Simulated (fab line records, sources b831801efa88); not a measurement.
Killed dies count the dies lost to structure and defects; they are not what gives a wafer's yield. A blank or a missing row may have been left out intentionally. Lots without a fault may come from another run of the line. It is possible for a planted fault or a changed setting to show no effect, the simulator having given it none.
A lot that was struck, set against a sound lot ; flow sky130 ; 16 steps out of a route of 708
Sound: these wafers, L280.3, L280.4, L280.6. Wafers struck: L286.1, L286.5, L286.6. The cause is given at the end.
At each step with rows: each side's tool, then ch and its chambers, then its first start. Under that, the readings that differ: sound wafers ; struck wafers ; difference of the means ; sigmas: that difference in standard deviations of wafers without a fault.
alike: same words and numbers on both sides, and readings whose means sit less than 2 such deviations apart. not compared: any withheld reading, any reading some wafer has no value for, any bound like >300 that may hide the same value, and any number with overlapping values for which the record gives no deviation.
Wherever a step has rows on one side only, a row that says differs or no value, or a row with sigmas, the two part there. When numbers do not overlap yet have no deviation, they are printed without sigmas and do not part them. A reading missing from all wafers of one side parts the sides only when that side holds two or more wafers.

first, 5 steps without rows for these wafers: SKY_SONOS_TUNNEL_COAT_02 (resist thk 1140 nm); SKY_SONOS_TUNNEL_SOFTBAKE_03 (time 60 s); SKY_SONOS_TUNNEL_EXPOSE_04 (exposes mask TUNM, target cd 410 nm); SKY_SONOS_TUNNEL_PEB_05; SKY_SONOS_TUNNEL_DEVELOP_06 (develop time 60 s).
SKY_SONOS_TUNNEL_CD_MEAS_07 targets a cd of 410 nm.
  sound on cdSem-01, day 11 03:43; struck on cdSem-02, day 13 02:05
  alike: cdNm
SKY_SONOS_TUNNEL_OVL_MEAS_08:
  sound on overlay-02, day 11 03:49; struck on overlay-02, day 13 02:12
  alike: SONOS_TUNNEL_OVL
then, 3 steps without rows for these wafers: SKY_SONOS_TUNNEL_IMPLANT_09; SKY_SONOS_TUNNEL_WET_ETCH_10 (etches SiO2 in dHF, target depth 14 nm, time 280 s); SKY_SONOS_TUNNEL_STRIP_11 (strips in SPM, time 600 s).
SKY_SONOS_TUNNEL_TW_MEAS_12:
  sound on filmMetro-04, day 11 04:17; struck on filmMetro-03, day 13 02:39
  alike: SONOS_TUNNEL_TW
then, 1 step without rows for these wafers: SKY_SONOS_TUNNEL_CLEAN_13 (cleans in dHF, time 20 s).
SKY_SONOS_ONO_OXIDATION_00: stabilise 600 s, purge 300 s, target thk 2.6 nm.
  sound on furnace-02 ch 0, day 11 05:06; struck on furnace-01 ch 0, day 13 04:11
reading;sound;struck;difference;sigmas
model.SiO2_of_SONOS_ONO_OXIDATION_00.thkNm (nm);2.584 2.552 2.531;2.873 2.866 2.846;+0.306;
  alike: spikeTcCentreC, spikeTcUpperC
SKY_SONOS_ONO_THK_MEAS_01:
  sound on filmMetro-04, day 11 06:28; struck on filmMetro-04, day 13 05:32
reading;sound;struck;difference;sigmas
SONOS_ONO_OXIDATION_THK (nm);2.54 2.59 2.50;2.88 2.87 2.85;+0.32;+6
then, 1 step without rows for these wafers: SKY_SONOS_ONO_CVD_02 (deposits Si3N4 from DCS/NH3, target thk 10.5 nm, time 180 s).
-- a jump in the record: the struck wafers' starts before and after are 34 days apart (it breaks off in module SONOS_ONO and resumes in module PAD_OPEN, where the first step shown is number 708 of the route) --
SKY_PAD_OPEN_PROBE_99:
  sound on prober-02, day 45 08:12; struck on prober-02, day 47 03:11
reading;sound;struck;difference;sigmas
model.etest.capOno.gateLog10ACm2;-8.22 -8.236 -8.238;-8.516 -8.314 -8.469;-0.202;
model.etest.capOno.toxAccNm (nm);13.1 13.14 13.11;13.32 13.16 13.38;+0.17;
model.etest.sonosErased.vtV (V);-2.213 -2.208 -2.25;-1.947 -2.04 -1.956;+0.243;
model.etest.sonosBaked.vtLessV (V);-0.4422 -0.5084 -0.4756;-0.4085 -0.3975 -0.3696;+0.0835;
  alike: killed_at_M0_to_M3, killed_at_M4_up, killedAtContacts, killedAtFrontEnd, killedAtOther, killedDies, killedOpen, killedShort

== WHERE THEY PART ==
At SKY_SONOS_ONO_THK_MEAS_01 and nowhere else, as far as this record goes. Later steps at which nothing parts them and some readings are alike: SKY_PAD_OPEN_PROBE_99.

WHY: the cause the simulator had injected
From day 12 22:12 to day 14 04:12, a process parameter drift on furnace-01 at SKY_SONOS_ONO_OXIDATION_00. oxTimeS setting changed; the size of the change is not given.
